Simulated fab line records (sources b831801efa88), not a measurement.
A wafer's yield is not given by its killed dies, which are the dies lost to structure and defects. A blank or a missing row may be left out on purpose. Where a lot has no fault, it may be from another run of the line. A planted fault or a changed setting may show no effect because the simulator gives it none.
Which of the tools did it? -- flow sky130 -- 11 lots with 33 wafers sampled at 4 steps, on a route of 708 steps

== WHAT THE GAUGES SHOWED, per wafer ==
SKY_VIA1_RS_MEAS_22: a four-point-probe measurement.
lot,measured,on,VIA1_W_RS (ohm/sq)
L296,day 35 04:07,film_metro-01,0.421 0.420 0.432
L298,day 35 07:10,film_metro-03,0.433 0.429 0.435
L302,day 36 07:23,film_metro-03,0.418 0.429 0.416
L303,day 36 10:25,film_metro-03,0.429 0.431 0.430
L304,day 36 15:41,film_metro-04,0.426 0.429 0.432
L308,day 37 20:05,film_metro-01,0.429 0.429 0.428
L309,day 37 20:59,film_metro-01,0.331 0.326 0.325
L310,day 38 03:33,film_metro-03,0.326 0.335 0.332
L311,day 38 10:13,film_metro-04,0.424 0.427 0.433
L313,day 39 07:05,film_metro-04,0.428 0.422 0.428
L316,day 40 05:46,film_metro-01,0.427 0.424 0.418

== EACH LOT AND THE TOOL THAT RAN IT (in order: tool; ch and the chambers of the sampled wafers; start) ==
lot,SKY_LOCAL_INTERCONNECT_STRIP_15,SKY_CONTACT_CVD_00,SKY_VIA1_CVD_21
L296,"plasma_asher-02 ch 1, day 31 14:43","pecvd-04 ch 0,2, day 31 15:19","cvd_w-01 ch 0,1, day 35 03:59"
L298,"plasma_asher-04 ch 0,1, day 31 17:46","pecvd-01 ch 0,2, day 31 18:22","cvd_w-02 ch 0,1, day 35 07:03"
L302,"plasma_asher-01 ch 0,1, day 32 20:13","pecvd-01 ch 0,1,2, day 32 20:50","cvd_w-01 ch 0,1, day 36 07:18"
L303,"plasma_asher-02 ch 0,1, day 32 20:22","pecvd-02 ch 0,1,2, day 32 21:00","cvd_w-02 ch 0,1, day 36 10:18"
L304,"plasma_asher-04 ch 0,1, day 33 02:58","pecvd-01 ch 0,1,2, day 33 03:34","cvd_w-02 ch 0,1, day 36 15:35"
L308,"plasma_asher-01 ch 0,1, day 34 08:22","pecvd-04 ch 0,1, day 34 09:00","cvd_w-02 ch 0,1, day 37 20:00"
L309,"plasma_asher-01 ch 0,1, day 34 08:55","pecvd-01 ch 0,1, day 34 09:34","cvd_w-01 ch 0,1, day 37 20:54"
L310,"plasma_asher-02 ch 0,1, day 34 16:25","pecvd-04 ch 0,1,2, day 34 17:05","cvd_w-01 ch 0,1, day 38 03:28"
L311,"plasma_asher-04 ch 0,1, day 35 00:09","pecvd-01 ch 0,1, day 35 00:44","cvd_w-02 ch 0,1, day 38 10:07"
L313,"plasma_asher-01 ch 0,1, day 35 21:37","pecvd-02 ch 1,2, day 35 22:13","cvd_w-02 ch 0,1, day 39 06:59"
L316,"plasma_asher-02 ch 0,1, day 36 22:07","pecvd-01 ch 1,2, day 36 22:43","cvd_w-02 ch 0,1, day 40 05:40"
- SKY_LOCAL_INTERCONNECT_STRIP_15: strips in O2/N2.
- SKY_CONTACT_CVD_00: deposits Si3N4, target thk 75 nm.
- SKY_VIA1_CVD_21: deposits W, target thk 270 nm, time 80.902 s.

== THE ANSWER, worked out from the rows above alone ==
Rule: the lots themselves supply what counts as usual. The widest of any qualifying gaps counts: lots, ordered by their means at a reading, are off when they make up no more than a third of the lots, leave a main group of 4 or more, and stand apart from it by 3 or more times the standard deviation of that group's means. The tables above print the reading to a certain number of digits; a main group whose means all agree to those digits is not used. Also off: a lot with no number at a reading for which 4 or more lots have one. The other lots that the step has rows for count as sound.
Off: L309, L310, seen at SKY_VIA1_RS_MEAS_22 (VIA1_W_RS). Mean 0.427 ohm/sq and standard deviation 0.0034 in the main group.
If a tool, at a process step before that reading, ran all the lots that are off and no sound lot after the first of them, it fits. Those tools and the gauges at SKY_VIA1_RS_MEAS_22 are tried in the same way. One candidate fits, namely cvd_w-01 at SKY_VIA1_CVD_21. Its last sound lot is L302 (day 36 07:18), its first lot that is off L309 (day 37 20:54): a fault that began between those two fits.

== WHAT HAD BEEN PUT IN BY THE SIMULATOR ==
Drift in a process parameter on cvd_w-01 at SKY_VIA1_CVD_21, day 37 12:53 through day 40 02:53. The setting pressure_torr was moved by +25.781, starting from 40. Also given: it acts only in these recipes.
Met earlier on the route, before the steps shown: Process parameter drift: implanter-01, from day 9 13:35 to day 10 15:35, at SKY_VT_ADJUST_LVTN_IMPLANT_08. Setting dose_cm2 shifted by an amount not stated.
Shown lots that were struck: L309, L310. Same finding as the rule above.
